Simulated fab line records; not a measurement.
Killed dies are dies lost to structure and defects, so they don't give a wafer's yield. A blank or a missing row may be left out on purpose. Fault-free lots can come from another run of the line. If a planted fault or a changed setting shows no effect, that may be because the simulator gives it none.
A lot that was struck, set against a sound lot	flow gf180mcu	13 out of 602 route steps
Sound: the wafers L710.2, L710.4, L710.5. Wafers struck: L715.2, L715.4, L715.5. The cause is given at the end.
For every step that has rows: the tool of each side, followed by ch and its chambers, followed by its first start. Under that, the readings that differ: sound wafers	struck wafers	difference of the means	sigmas: that difference in standard deviations of wafers without a fault.
alike: same words and numbers on both sides, and readings whose means sit less than 2 such deviations apart. not compared: any withheld reading, any reading some wafer has no value for, any bound like >300 that may hide the same value, and any number with overlapping values for which the record gives no deviation.
The two part at a step that has a row with sigmas, a row that says differs or no value, or rows on one side only. When numbers do not overlap yet have no deviation, they are printed without sigmas and do not part them. A reading that every wafer of one side lacks parts them only if that side has two wafers or more.

first, 3 steps without rows for these wafers: GF_STI_EXPOSE_09 (exposes mask COMP, target cd 220 nm); GF_STI_PEB_10 (peb time 90 s); GF_STI_DEVELOP_11 (develop time 60 s).
GF_STI_CD_MEAS_12 targets a cd of 220 nm.
  sound on cd sem-02 at day 3 11:46; struck on cd sem-02 at day 4 10:23
reading	sound	struck	difference	sigmas
cd nm (nm)	218.2 217.6 217.1	219.0 222.0 221.1	+3.1	+2
GF_STI_ETCH_13: etches the open film in CHF3/O2, stops on Si, target depth 282.31 nm, time 112.9 s.
  sound on rie diel-01 ch 0,1,2, day 3 11:52; struck on rie diel-01 ch 1,2, day 4 10:29
  alike: drypump motor current A, oes product au, throttle valve pct
  not compared: rf hours counter h
GF_STI_ETCH_14: etches Si in HBr/Cl2/O2, target depth 360 nm, time 102.9 s.
  sound on rie si-01 ch 0,1, day 3 11:57; struck on rie si-01 ch 1,2, day 4 10:34
  alike: drypump motor current A, he backside leak sccm, oes product au, throttle valve pct
  not compared: rf hours counter h
GF_STI_STRIP_15: strips in O2/N2.
  sound on plasma asher-02 ch 0,1, day 3 12:01; struck on plasma asher-04 ch 0,1, day 4 10:38
  alike: drypump motor current A, heater power w, n2 flow sccm, oes product au, strip time to endpoint s
  not compared: rf hours counter h
then, 5 steps without rows for these wafers: GF_STI_CLEAN_16 (cleans in dHF, time 25 s); GF_STI_WET_ETCH_17 (etches Si3N4 in H3PO4, target depth 45 nm, time 514 s); GF_STI_CLEAN_18 (cleans in SC1/SC2, time 150 s); GF_STI_CLEAN_19 (cleans in dHF, time 20 s); GF_STI_WET_ETCH_20 (etches SiO2 in dHF, target depth 20 nm, time 400 s).
GF_STI_OXIDATION_21: stabilise 600 s, purge 300 s, target thk 15 nm.
  sound on furnace-02 ch 0, day 3 13:17; struck on furnace-01, day 4 11:07
  no value came back on the struck wafers for ox temp c (C), ox temp c max, spike tc centre C (C); on the sound wafers ox temp c (C) reads 1000.1 1000.2 999.8

## WHERE THEY PART
First at GF_STI_CD_MEAS_12; last, within this record, at GF_STI_OXIDATION_21.

WHY: whatever the simulator had introduced
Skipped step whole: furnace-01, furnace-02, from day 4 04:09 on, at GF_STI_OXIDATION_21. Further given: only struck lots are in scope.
